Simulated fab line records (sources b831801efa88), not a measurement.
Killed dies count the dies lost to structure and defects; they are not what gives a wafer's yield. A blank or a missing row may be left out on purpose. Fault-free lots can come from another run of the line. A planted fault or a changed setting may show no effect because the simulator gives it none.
Which of the tools did it? -- flow sky130 -- Sampling: 12 lots, 36 wafers, 4 of 708 route steps

## WHAT THE GAUGES READ, wafer by wafer
The record lacks any reading of a measuring or inspecting step that a usual standard deviation could be used to judge.

## TOOL THAT RAN EACH LOT (tool first, then ch and the chambers of the sampled wafers, then the start)
lot,SKY_METAL3_SPUTTER_03,SKY_METAL3_SPUTTER_04,SKY_METAL3_ETCH_16,SKY_METAL3_ETCH_17
L194,"pvdSputter-04, day 37 09:32","pvdSputter-04, day 37 09:33","rieMetal-03 ch 0,1, day 39 12:05","rieDiel-03 ch 0,1,2, day 39 12:11"
L197,"pvdSputter-04, day 37 20:26","pvdSputter-04, day 37 20:28","rieMetal-01 ch 1, day 39 23:28","rieDiel-03 ch 1,2,3, day 39 23:37"
L198,"pvdSputter-04, day 37 21:26","pvdSputter-04, day 37 21:27","rieMetal-02 ch 0,1, day 40 00:23","rieDiel-02 ch 1,3, day 40 00:29"
L202,"pvdSputter-03, day 39 01:30","pvdSputter-03, day 39 01:31","rieMetal-01 ch 0,1, day 41 02:45","rieDiel-04 ch 0,1,2, day 41 02:49"
L203,"pvdSputter-02, day 39 15:25","pvdSputter-02, day 39 15:26","rieMetal-02 ch 0,1, day 41 16:53","rieDiel-02 ch 1,2,3, day 41 16:59"
L204,"pvdSputter-03, day 40 00:32","pvdSputter-03, day 40 00:32","rieMetal-01 ch 0,1, day 42 00:44","rieDiel-03 ch 0,3, day 42 00:50"
L206,"pvdSputter-02, day 41 21:47","pvdSputter-02, day 41 21:49","rieMetal-02 ch 1, day 43 21:16","rieDiel-03 ch 0,1,2, day 43 21:25"
L209,"pvdSputter-02, day 41 22:37","pvdSputter-02, day 41 22:37","rieMetal-02 ch 1, day 43 22:22","rieDiel-02 ch 0,1, day 43 22:28"
L211,"pvdSputter-03, day 41 23:41","pvdSputter-03, day 41 23:42","rieMetal-02 ch 1, day 43 23:15","rieDiel-02 ch 0,1,2, day 43 23:21"
L208,"pvdSputter-04, day 42 00:17","pvdSputter-04, day 42 00:18","rieMetal-02 ch 1, day 44 00:17","rieDiel-03 ch 0,1,3, day 44 00:28"
L210,"pvdSputter-04, day 42 02:05","pvdSputter-04, day 42 02:07","rieMetal-03 ch 0,1, day 44 00:43","rieDiel-02 ch 1,2,3, day 44 00:49"
L215,"pvdSputter-02, day 43 14:02","pvdSputter-02, day 43 14:04","rieMetal-01 ch 0,1, day 45 09:29","rieDiel-03 ch 0,3, day 45 09:35"
- SKY_METAL3_SPUTTER_03: material Ti, target thk 5 nm, time 3.3 s.
- SKY_METAL3_SPUTTER_04: material TiN, target thk 70 nm, time 58.3 s.
- SKY_METAL3_ETCH_16: etches BARC in N2/H2, stops on SiO2, time 88.2 s, target depth 60 nm.
- SKY_METAL3_ETCH_17: etches SiO2 in C4F8/O2/Ar, stops on TiN, time 3.9 s, target depth 15 nm.

## AS READ BY THE TOOLS THEMSELVES (means over the sampled wafers that have a number; for cases with no such wafer, the mark the record gives instead)
SKY_METAL3_SPUTTER_03. Usual: throttleValvePct reads 30.3 % (standard deviation 0.96).
lot,tool,throttleValvePct (%),flag
L194,pvdSputter-04,30.0,
L197,pvdSputter-04,30.3,
L198,pvdSputter-04,29.8,
L202,pvdSputter-03,30.1,
L203,pvdSputter-02,31.2,
L204,pvdSputter-03,30.0,
L206,pvdSputter-02,30.5,
L209,pvdSputter-02,30.4,
L211,pvdSputter-03,29.9,
L208,pvdSputter-04,29.5,
L210,pvdSputter-04,30.4,
L215,pvdSputter-02,30.4,

SKY_METAL3_SPUTTER_04. Usual: throttleValvePct reads 30.3 % (standard deviation 0.98).
lot,tool,throttleValvePct (%),flag
L194,pvdSputter-04,30.0,
L197,pvdSputter-04,30.3,
L198,pvdSputter-04,29.9,
L202,pvdSputter-03,30.0,
L203,pvdSputter-02,31.4,
L204,pvdSputter-03,29.9,
L206,pvdSputter-02,30.3,
L209,pvdSputter-02,30.5,
L211,pvdSputter-03,29.9,
L208,pvdSputter-04,29.5,
L210,pvdSputter-04,30.2,
L215,pvdSputter-02,30.5,

SKY_METAL3_ETCH_16. Usual: drypumpMotorCurrentA 5.77 A, standard deviation 0.29; oesProductAu 0.626 a.u., standard deviation 0.0047; rfFwdPowerW 496.6 W, standard deviation 1.9; throttleValvePct 13.205 %, standard deviation 0.0081.
lot,tool,drypumpMotorCurrentA (A),oesProductAu (a.u.),rfFwdPowerW (W),throttleValvePct (%),flag
L194,rieMetal-03,5.81,0.626,497.6,13.198,
L197,rieMetal-01,5.81,0.629,495.8,13.203,
L198,rieMetal-02,5.66,0.622,496.4,13.206,
L202,rieMetal-01,5.85,0.628,496.1,13.203,
L203,rieMetal-02,5.67,0.628,497.3,13.208,
L204,rieMetal-01,5.86,0.627,496.2,13.214,
L206,rieMetal-02,5.95,0.628,497.8,13.213,
L209,rieMetal-02,5.96,0.623,495.8,13.203,
L211,rieMetal-02,5.95,0.628,494.7,13.205,
L208,rieMetal-02,5.99,0.623,496.6,13.207,
L210,rieMetal-03,5.61,0.628,497.5,13.206,
L215,rieMetal-01,5.87,0.628,495.5,13.206,

SKY_METAL3_ETCH_17. Usual: oesProductAu 0.755 a.u., standard deviation 0.0069; rfFwdPowerW 1466 W, standard deviation 6.8.
lot,tool,oesProductAu (a.u.),rfFwdPowerW (W),flag
L194,rieDiel-03,0.753,1465,
L197,rieDiel-03,0.754,1465,
L198,rieDiel-02,0.759,1466,
L202,rieDiel-04,0.755,1469,
L203,rieDiel-02,0.755,1469,
L204,rieDiel-03,0.753,1463,
L206,rieDiel-03,0.755,1466,
L209,rieDiel-02,0.751,1221,OFF
L211,rieDiel-02,0.760,1223,OFF
L208,rieDiel-03,0.754,1464,
L210,rieDiel-02,0.754,1231,OFF
L215,rieDiel-03,0.746,1463,

## THE ANSWER, worked out from the rows above alone
Rule: take the mean of a lot's wafers that have a number; if it is more than 3 standard deviations from the usual mean, the lot is off. A lot without any number at a reading at which 4 lots or more have one is off too. Where the step has rows for the other lots, those lots are counted as sound. Order of review: gauges by route order, followed by the tools' own readings, for which a lot's mean as printed above is used. At the first step where some lot is off, the reading lying furthest off is the one used; lots without a number count as furthest.
Off: L209, L211, L210, at SKY_METAL3_ETCH_17 (rfFwdPowerW).
If a tool, at that step or one of the process steps before it, ran each lot that is off and ran no sound lot following the first of them, it fits. One candidate fits, namely rieDiel-02 at SKY_METAL3_ETCH_17. A fault onset in the window from L203 (day 41 16:59, its last sound lot) to L209 (day 43 22:28, its first lot off) fits.
The tool's own readings at SKY_METAL3_ETCH_17 bear it out: on the lots that are off they differ by more than 5 times the standard deviation of the sound lots' means. rfFwdPowerW reads 1225 W there against 1466 W on the sound lots.

## WHAT THE SIMULATOR HAD PUT IN
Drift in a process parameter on rieDiel-02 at SKY_METAL3_ETCH_17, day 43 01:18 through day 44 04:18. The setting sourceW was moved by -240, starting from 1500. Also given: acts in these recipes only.
Shown lots that were struck: L209, L211, L210. The same result came from the rule above.
